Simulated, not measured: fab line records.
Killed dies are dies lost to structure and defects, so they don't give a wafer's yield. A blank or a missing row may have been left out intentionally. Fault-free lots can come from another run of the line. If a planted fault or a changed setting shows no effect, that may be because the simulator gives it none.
8D (eight disciplines) problem report, filled in by code	flow sky130	the parts of the form that need people (team, actions taken, sign-off) are left out

1. THE ISSUE
Wafers without a fault read 22.55 s, standard deviation 0.038; strip-time-to-endpoint-s at SKY_SD_N_STRIP_11 reads a mean of 21.93 s on 6 wafers belonging to 2 lots. Measured from the usual mean, that is -16 standard deviations.
The step: strips in O2/N2.
Earliest sighting: wafer L142.1 on plasma-asher-03 at day 34 09:18. The record has a number at this step for 36 wafers belonging to 12 lots. By rule, "out" or "out of limits" means more than 4 standard deviations away from the usual mean. The other wafers with a number count as sound.

2. WHAT IT IS, AND WHAT IT ISN'T
question	is	is not
which readings at this step	strip-time-to-endpoint-s	drypump-motor-current-A, oes-product-au
which lots	L142, L143	L124, L128, L131, L132, L133, L134, L136, L137, L138, L139
which wafers of those lots	all that have a number	-
read on which tools	plasma-asher-03, plasma-asher-04	plasma-asher-02
when	from day 34 09:18	up to then (30 sound wafers)

3. WHAT RULES OUT EACH SUSPECT
Counting: a tool at a process step up to the reading stays a suspect if it ran every lot that is out and no sound lot after the first of them.
- plasma-asher-01 at SKY_SD_P_STRIP_10 (strips in O2/N2): kept. It processed each lot that is out, first L142 at day 32 02:12, and no sound lot thereafter; up to then, the last sound lot it processed was L139 at day 31 08:30.
- litho-track-04 at SKY_SD_N_COAT_02 (resist thk 1140 nm): kept. It processed each lot that is out, first L142 at day 33 18:58, and no sound lot thereafter; up to then, the last sound lot it processed was L138 at day 32 14:52.
The count leaves litho-track-04 at SKY_SD_N_COAT_02 and plasma-asher-01 at SKY_SD_P_STRIP_10.

4. THE CAUSE (what the simulator had put in)
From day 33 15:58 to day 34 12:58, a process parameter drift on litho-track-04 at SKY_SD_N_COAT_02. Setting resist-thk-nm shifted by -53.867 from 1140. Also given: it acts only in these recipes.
2 suspects survive the count, and this tool is in that group.

5. THE CHAIN OF EFFECTS, in route order
Rows list readings where the struck wafers' mean (over those with a number) sits beyond 3 standard deviations from the usual. Readings are gone through only where the record gives a usual standard deviation; hours: the median, over the lots, of the time from a lot's start at the first step in this table giving one to that lot's start at this step; sigmas: the change measured in usual standard deviations.
hours	step	reading	usual	on struck wafers	change	sigmas
0	SKY_SD_N_STRIP_11	strip-time-to-endpoint-s	22.55 s	21.93	-0.62	-16
Here are the process steps it includes:
- SKY_SD_N_STRIP_11: strips in O2/N2.
Later steps that measure or inspect, where all struck wafers having a row at the step show a number for every such reading and not one has moved that far: SKY_LI_CONTACT_BOW_MEAS_03.

6. WHAT WOULD HAVE CAUGHT IT SOONER
17 hours passed between the start of the fault at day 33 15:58 and the first reading out of limits in this record, taken at day 34 09:18.
The start of SKY_SD_N_COAT_02 on litho-track-04 came by day 34 09:18 for every one of the lots that are out (2). None of them would have been spared by holding the tool at that moment.
